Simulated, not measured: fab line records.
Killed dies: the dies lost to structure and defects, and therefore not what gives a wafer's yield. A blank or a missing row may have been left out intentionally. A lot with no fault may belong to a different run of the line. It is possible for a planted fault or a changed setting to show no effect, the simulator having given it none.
The same fault as seen by 2 desks / flow sky130 / only its own numbers are on each desk; what lay behind them is given at the end

## AT THE TOOL OWNER'S DESK: pvd_sputter-01
At SKY_LOCAL_INTERCONNECT_SPUTTER_00 (material TiN, target thk 100 nm, time 83.3 s) the tool's own readings: per lot run on this tool, the mean of the sampled wafers that have a number. The brackets show how far a lot's mean lies from the usual mean; more than 4 standard deviations puts the lot out of limits, marked OUT.
Columns: A = cathode_dc_power_W at SKY_LOCAL_INTERCONNECT_SPUTTER_00, usual 6499.9 W; B = throttle_valve_pct at SKY_LOCAL_INTERCONNECT_SPUTTER_00, usual 29.7 %
lot=L605; first seen here=day 30 04:59; A=6499.5; B=30.3
lot=L607; first seen here=day 31 05:23; A=6499.4; B=30.0
lot=L615; first seen here=day 33 07:41; A=6739.0 (+99 or more) OUT; B=30.1
lot=L616; first seen here=day 33 12:56; A=6741.1 (+99 or more) OUT; B=30.2
This desk finds L615, L616 out of limits, L615 being first, at day 33 07:41 (cathode_dc_power_W at SKY_LOCAL_INTERCONNECT_SPUTTER_00). L605, L607: within limits.

## FROM THE METROLOGY DESK
What the gauges read for every lot (on any tool): the sampled wafers with a number, averaged. The brackets show how far a lot's mean lies from the usual mean; more than 4 standard deviations puts the lot out of limits, marked OUT.
Columns: A = LOCAL_INTERCONNECT_TIN_RS at SKY_LOCAL_INTERCONNECT_RS_MEAS_01, usual 14.14 ohm/sq; B = LOCAL_INTERCONNECT_TIN_THK at SKY_LOCAL_INTERCONNECT_THK_MEAS_02, usual 100.6 nm
lot=L604; first seen here=day 29 21:07; A=14.13; B=101.1
lot=L605; first seen here=day 30 05:05; A=13.95; B=102.5
lot=L607; first seen here=day 31 05:28; A=14.05; B=101.3
lot=L615; first seen here=day 33 07:45; A=13.31 (-4.6) OUT; B=107.2 (+4.7) OUT
lot=L616; first seen here=day 33 13:00; A=13.44; B=105.2
lot=L620; first seen here=day 35 12:47; A=14.19; B=101.1
lot=L619; first seen here=day 35 13:05; A=14.16; B=99.6
lot=L624; first seen here=day 36 02:16; A=14.31; B=98.8
lot=L625; first seen here=day 36 10:15; A=14.22; B=99.2
Per this desk, out of limits: L615; the first was L615, day 33 07:45 (LOCAL_INTERCONNECT_TIN_RS at SKY_LOCAL_INTERCONNECT_RS_MEAS_01). L604, L605, L607, L616, L620, L619, L624, L625: within limits.

## ALL TOGETHER
On L615, L616, at day 33 07:41, an alarm was possible from the tool owner's desk.
At day 33 07:45 the metrology desk could have sounded an alarm, on L615.
The metrology desk holds a record of L616, inside its limits.
SKY_LOCAL_INTERCONNECT_SPUTTER_00 was run on pvd_sputter-01 by each of the lots named.

## WHAT THE SIMULATOR PUT IN
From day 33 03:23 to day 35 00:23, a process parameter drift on pvd_sputter-01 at SKY_LOCAL_INTERCONNECT_SPUTTER_00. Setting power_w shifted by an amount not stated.
Lots struck among those shown: L615, L616.
Time in hours from fault onset to the first out-of-limits reading at each desk: tool owner's desk 4, metrology desk 4.
